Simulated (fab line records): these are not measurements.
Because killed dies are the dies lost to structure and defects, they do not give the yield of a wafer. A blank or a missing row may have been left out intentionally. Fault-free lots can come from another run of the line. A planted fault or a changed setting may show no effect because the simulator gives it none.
The same fault as seen by 2 desks / flow gf180mcu / every desk sees just its own numbers, and what lay behind them comes last

== AT THE TOOL OWNER'S DESK: litho-track-02 ==
Per lot that ran on this tool, the mean of the sampled wafers carrying a number, from the tool's own readings at GF_V2_SOFTBAKE_10 (time 60 s). Any lot whose mean is over 4 standard deviations away from the usual mean is out of limits and marked OUT; that distance is given in the brackets.
Columns: A = exhaust-pa at GF_V2_SOFTBAKE_10, usual 45.1 Pa; B = heater-power-total-W at GF_V2_SOFTBAKE_10, usual 93.05 W; C = plate-temp-C at GF_V2_SOFTBAKE_10, usual 129.99 C
lot=L798; first seen here=day 20 18:00; A=43.9; B=93.03; C=130.05
lot=L800; first seen here=day 21 00:00; A=45.4; B=93.10; C=129.98
lot=L802; first seen here=day 22 03:00; A=44.9; B=95.52 (+40) OUT; C=132.72 (+21) OUT
lot=L804; first seen here=day 22 15:00; A=45.2; B=95.49 (+39) OUT; C=132.67 (+21) OUT
lot=L814; first seen here=day 25 20:00; A=45.5; B=93.06; C=130.03
lot=L815; first seen here=day 25 23:00; A=45.3; B=93.09; C=130.00
lot=L816; first seen here=day 26 04:00; A=43.9; B=93.06; C=129.80
This desk's finding: out of limits on L802, L804; first on L802, day 22 03:00 (heater-power-total-W at GF_V2_SOFTBAKE_10). Within limits: L798, L800, L814, L815, L816.

== THE METROLOGY DESK ==
Means of the sampled wafers that have a number, per lot and without regard to the tool the lot ran on: this is what the gauges read. Any lot whose mean is over 4 standard deviations away from the usual mean is out of limits and marked OUT; that distance is given in the brackets.
Columns: A = V2_CVD_02_THK at GF_V2_THK_MEAS_03, usual 853 nm; B = cd-nm at GF_V2_CD_MEAS_14, usual 259.8 nm
lot=L798; first seen here=day 20 06:00; A=853; B=260.1
lot=L800; first seen here=day 20 11:24; A=835; B=258.3
lot=L802; first seen here=day 21 15:56; A=847; B=269.1 (+7.2) OUT
lot=L804; first seen here=day 22 03:22; A=846; B=267.8 (+6.1) OUT
lot=L812; first seen here=day 24 14:52; A=848; B=259.4
lot=L813; first seen here=day 25 00:01; A=852; B=261.0
lot=L814; first seen here=day 25 09:31; A=850; B=259.9
lot=L815; first seen here=day 25 12:41; A=852; B=261.4
lot=L816; first seen here=day 25 17:42; A=849; B=259.6
lot=L818; first seen here=day 26 13:34; A=864; B=258.4
lot=L819; first seen here=day 26 15:33; A=850; B=260.2
lot=L820; first seen here=day 26 20:02; A=849; B=259.8
This desk's finding: out of limits on L802, L804; first on L802, day 22 15:31 (cd-nm at GF_V2_CD_MEAS_14). Within limits: L798, L800, L812, L813, L814, L815, L816, L818, L819, L820.

== TAKEN TOGETHER ==
The tool owner's desk had the chance to raise an alarm at day 22 03:00 on L802, L804.
L802, L804 would have let the metrology desk raise an alarm at day 22 15:31.
Of the lots named, all ran GF_V2_SOFTBAKE_10 on litho-track-02.

== WHAT THE SIMULATOR HAD INSERTED ==
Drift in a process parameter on litho-track-02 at GF_V2_SOFTBAKE_10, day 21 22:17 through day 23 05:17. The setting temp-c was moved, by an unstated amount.
Struck lots among those shown: L802, L804.
Delay (hours) between the fault's onset and each desk's first out-of-limits reading: 5 at the tool owner's desk, 17 at the metrology desk.
